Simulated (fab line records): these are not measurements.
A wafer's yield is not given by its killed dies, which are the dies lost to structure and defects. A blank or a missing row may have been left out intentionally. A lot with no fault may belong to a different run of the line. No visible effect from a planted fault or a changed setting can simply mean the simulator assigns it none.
Check for tools in common || flow sky130 || 14 lots and 42 wafers in the sample

== WHY THIS WAS OPENED ==
3 of 14 lots carry a flag on the reading RES_XHIGH_RS at SKY_SD_N_RS_MEAS_18. Wafers without a fault read 333.4 ohm/sq, standard deviation 1.4.
Rule: a lot is flagged when every wafer of it that has a number lies more than 4 standard deviations from that mean, or none has a number. As for the other lots, they are considered sound.

{"lot": "L211", "measured": "day 28 04:17", "on": "filmMetro-03", "RES_XHIGH_RS (ohm/sq), wafer by wafer": "333.4 332.4 332.1", "flag": ""}
{"lot": "L213", "measured": "day 29 02:20", "on": "filmMetro-01", "RES_XHIGH_RS (ohm/sq), wafer by wafer": "332.1 333.1 332.5", "flag": ""}
{"lot": "L214", "measured": "day 29 17:41", "on": "filmMetro-01", "RES_XHIGH_RS (ohm/sq), wafer by wafer": "331.7 332.5 332.5", "flag": ""}
{"lot": "L216", "measured": "day 29 20:32", "on": "filmMetro-03", "RES_XHIGH_RS (ohm/sq), wafer by wafer": "331.0 332.1 332.2", "flag": ""}
{"lot": "L215", "measured": "day 30 02:35", "on": "filmMetro-01", "RES_XHIGH_RS (ohm/sq), wafer by wafer": "334.4 334.3 335.3", "flag": ""}
{"lot": "L220", "measured": "day 31 19:37", "on": "filmMetro-03", "RES_XHIGH_RS (ohm/sq), wafer by wafer": "355.0 354.0 353.1", "flag": "FLAGGED"}
{"lot": "L221", "measured": "day 32 03:25", "on": "filmMetro-04", "RES_XHIGH_RS (ohm/sq), wafer by wafer": "355.2 354.7 353.3", "flag": "FLAGGED"}
{"lot": "L223", "measured": "day 32 11:10", "on": "filmMetro-01", "RES_XHIGH_RS (ohm/sq), wafer by wafer": "355.3 354.5 354.5", "flag": "FLAGGED"}
{"lot": "L227", "measured": "day 33 20:25", "on": "filmMetro-01", "RES_XHIGH_RS (ohm/sq), wafer by wafer": "333.8 333.6 334.0", "flag": ""}
{"lot": "L229", "measured": "day 34 07:43", "on": "filmMetro-04", "RES_XHIGH_RS (ohm/sq), wafer by wafer": "336.1 335.4 335.2", "flag": ""}
{"lot": "L230", "measured": "day 34 20:16", "on": "filmMetro-01", "RES_XHIGH_RS (ohm/sq), wafer by wafer": "331.6 334.3 333.1", "flag": ""}
{"lot": "L232", "measured": "day 35 08:40", "on": "filmMetro-03", "RES_XHIGH_RS (ohm/sq), wafer by wafer": "335.5 334.7 335.3", "flag": ""}
{"lot": "L233", "measured": "day 35 11:23", "on": "filmMetro-01", "RES_XHIGH_RS (ohm/sq), wafer by wafer": "335.4 334.5 334.1", "flag": ""}
{"lot": "L234", "measured": "day 35 12:44", "on": "filmMetro-03", "RES_XHIGH_RS (ohm/sq), wafer by wafer": "335.5 336.5 335.2", "flag": ""}
On average the flagged lots' numbers are 354.4 ohm/sq, which is +21.0 ohm/sq against the usual, or +15 standard deviations.

== WHICH TOOL RAN EACH LOT ==
The record holds 1 process step before the reading, out of a route of 708 steps. In each cell: the tool, then ch and the chambers that the sampled wafers went through, then the start.
{"lot": "L211", "flag": "", "SKY_RES_XHIGH_IMPLANT_07": "implanter-02 ch 0, day 26 22:26"}
{"lot": "L213", "flag": "", "SKY_RES_XHIGH_IMPLANT_07": "implanter-04 ch 0, day 27 20:17"}
{"lot": "L214", "flag": "", "SKY_RES_XHIGH_IMPLANT_07": "implanter-02 ch 0, day 28 11:38"}
{"lot": "L216", "flag": "", "SKY_RES_XHIGH_IMPLANT_07": "implanter-02 ch 0, day 28 14:57"}
{"lot": "L215", "flag": "", "SKY_RES_XHIGH_IMPLANT_07": "implanter-02 ch 0, day 28 20:47"}
{"lot": "L220", "flag": "FLAGGED", "SKY_RES_XHIGH_IMPLANT_07": "implanter-04 ch 0, day 30 14:15"}
{"lot": "L221", "flag": "FLAGGED", "SKY_RES_XHIGH_IMPLANT_07": "implanter-04 ch 0, day 30 21:29"}
{"lot": "L223", "flag": "FLAGGED", "SKY_RES_XHIGH_IMPLANT_07": "implanter-04 ch 0, day 31 05:54"}
{"lot": "L227", "flag": "", "SKY_RES_XHIGH_IMPLANT_07": "implanter-02 ch 0, day 32 15:56"}
{"lot": "L229", "flag": "", "SKY_RES_XHIGH_IMPLANT_07": "implanter-02 ch 0, day 33 03:57"}
{"lot": "L230", "flag": "", "SKY_RES_XHIGH_IMPLANT_07": "implanter-04 ch 0, day 33 15:45"}
{"lot": "L232", "flag": "", "SKY_RES_XHIGH_IMPLANT_07": "implanter-03 ch 0, day 34 04:24"}
{"lot": "L233", "flag": "", "SKY_RES_XHIGH_IMPLANT_07": "implanter-03 ch 0, day 34 07:00"}
{"lot": "L234", "flag": "", "SKY_RES_XHIGH_IMPLANT_07": "implanter-04 ch 0, day 34 08:44"}
What the steps here do:
- SKY_RES_XHIGH_IMPLANT_07
- SKY_SD_N_RS_MEAS_18: measures by four-point-probe.

== FLAGGED AGAINST TOTAL, ONE TOOL AT A TIME (gauges that did the reading follow at the end) ==
{"step": "SKY_RES_XHIGH_IMPLANT_07", "tool": "implanter-02", "lots run": 6, "flagged": 0, "share of the flagged lots": "none", "sound lots run after its first flagged lot": "-"}
{"step": "SKY_RES_XHIGH_IMPLANT_07", "tool": "implanter-03", "lots run": 2, "flagged": 0, "share of the flagged lots": "none", "sound lots run after its first flagged lot": "-"}
{"step": "SKY_RES_XHIGH_IMPLANT_07", "tool": "implanter-04", "lots run": 6, "flagged": 3, "share of the flagged lots": "all", "sound lots run after its first flagged lot": "2 (L230,L234)"}
{"step": "SKY_SD_N_RS_MEAS_18", "tool": "filmMetro-01", "lots run": 7, "flagged": 1, "share of the flagged lots": "some", "sound lots run after its first flagged lot": "3 (L227,L230,L233)"}
{"step": "SKY_SD_N_RS_MEAS_18", "tool": "filmMetro-03", "lots run": 5, "flagged": 1, "share of the flagged lots": "some", "sound lots run after its first flagged lot": "2 (L232,L234)"}
{"step": "SKY_SD_N_RS_MEAS_18", "tool": "filmMetro-04", "lots run": 2, "flagged": 1, "share of the flagged lots": "some", "sound lots run after its first flagged lot": "1 (L229)"}

== WHAT THE TABLE PERMITS ==
All flagged lots share 1 row of the table, namely implanter-04 at SKY_RES_XHIGH_IMPLANT_07.
- implanter-04 at SKY_RES_XHIGH_IMPLANT_07: 3 of its 6 lots flagged. Sound lots ran on it after the first flagged one (L230, L234), which a lasting fault on the whole tool wouldn't allow.
Not one row of the table ran every flagged lot while running no sound lot after the first.

== WHAT HAD BEEN PUT IN BY THE SIMULATOR ==
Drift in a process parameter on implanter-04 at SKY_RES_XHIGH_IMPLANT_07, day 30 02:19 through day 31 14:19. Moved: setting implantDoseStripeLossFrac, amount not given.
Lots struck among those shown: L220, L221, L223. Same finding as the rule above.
